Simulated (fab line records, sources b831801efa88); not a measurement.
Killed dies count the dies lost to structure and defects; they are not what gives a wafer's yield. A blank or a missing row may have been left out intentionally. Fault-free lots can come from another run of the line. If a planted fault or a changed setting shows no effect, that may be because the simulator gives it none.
Matching of chambers / flow gf180mcu / GF_V5_CMP_04 on cmp-02: 3 sister chambers
The step polishes SiO2. 18 wafers are shown with their chamber, then 8 later ones without.

## WAFERS WITH THEIR CHAMBER
wafer=L599.4; chamber=0; motor current A (A)=11.0; platen rpm (rpm)=60.05
wafer=L599.5; chamber=3; motor current A (A)=12.5; platen rpm (rpm)=59.99
wafer=L599.6; chamber=0; motor current A (A)=10.4; platen rpm (rpm)=60.07
wafer=L600.3; chamber=0; motor current A (A)=11.0; platen rpm (rpm)=59.99
wafer=L600.5; chamber=3; motor current A (A)=13.1; platen rpm (rpm)=60.04
wafer=L600.6; chamber=2; motor current A (A)=12.2; platen rpm (rpm)=59.94
wafer=L601.4; chamber=2; motor current A (A)=13.1; platen rpm (rpm)=59.98
wafer=L601.5; chamber=3; motor current A (A)=13.1; platen rpm (rpm)=60.04
wafer=L601.6; chamber=0; motor current A (A)=11.3; platen rpm (rpm)=60.04
wafer=L604.1; chamber=3; motor current A (A)=12.6; platen rpm (rpm)=59.99
wafer=L604.3; chamber=0; motor current A (A)=11.0; platen rpm (rpm)=59.98
wafer=L604.4; chamber=2; motor current A (A)=13.2; platen rpm (rpm)=60.00
wafer=L608.2; chamber=0; motor current A (A)=10.7; platen rpm (rpm)=59.98
wafer=L608.4; chamber=3; motor current A (A)=12.9; platen rpm (rpm)=59.93
wafer=L608.6; chamber=0; motor current A (A)=10.5; platen rpm (rpm)=59.94
wafer=L609.3; chamber=2; motor current A (A)=12.1; platen rpm (rpm)=59.99
wafer=L609.4; chamber=0; motor current A (A)=10.5; platen rpm (rpm)=60.09
wafer=L609.5; chamber=2; motor current A (A)=12.3; platen rpm (rpm)=60.00

SIGNATURES, as means of the wafers listed above
reading=motor current A; chamber 0=10.800; chamber 2=12.580; chamber 3=12.840; scatter within a chamber=0.378
reading=platen rpm; chamber 0=60.0175; chamber 2=59.9820; chamber 3=59.9980; scatter within a chamber=0.0447
Rule: distance of a wafer from a chamber = root of the sum over the readings of ((wafer's reading minus chamber's mean) / reading's scatter) squared. If the next closest chamber is less than 2 further off than the closest, the wafer can't be placed; otherwise it belongs to the closest. The scatter: take each reading less its chamber's mean, square it, sum over the shown wafers, divide by the number of wafers less the number of chambers, and take the root.

## WAFERS WITHOUT THEIR CHAMBER
wafer=L610.1; motor current A (A)=10.5; platen rpm (rpm)=60.01
wafer=L610.5; motor current A (A)=11.9; platen rpm (rpm)=59.97
wafer=L611.4; motor current A (A)=10.8; platen rpm (rpm)=60.01
wafer=L611.5; motor current A (A)=11.1; platen rpm (rpm)=60.02
wafer=L611.6; motor current A (A)=12.9; platen rpm (rpm)=59.98
wafer=L614.2; motor current A (A)=12.7; platen rpm (rpm)=59.96
wafer=L614.4; motor current A (A)=10.6; platen rpm (rpm)=60.05
wafer=L614.6; motor current A (A)=13.3; platen rpm (rpm)=60.00

## EACH ONE'S CHAMBER
wafer=L610.1; from the rows above=0; in truth=0
wafer=L610.5; from the rows above=can't be placed: 2 or 3 or 0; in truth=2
wafer=L611.4; from the rows above=0; in truth=0
wafer=L611.5; from the rows above=0; in truth=0
wafer=L611.6; from the rows above=can't be placed: 3 or 2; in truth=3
wafer=L614.2; from the rows above=can't be placed: 2 or 3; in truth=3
wafer=L614.4; from the rows above=0; in truth=0
wafer=L614.6; from the rows above=can't be placed: 3 or 2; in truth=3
Correctly placed: 4 of 8. Not placeable from these rows: 4 (in 4, the candidates include the true chamber). Wrongly placed: 0.
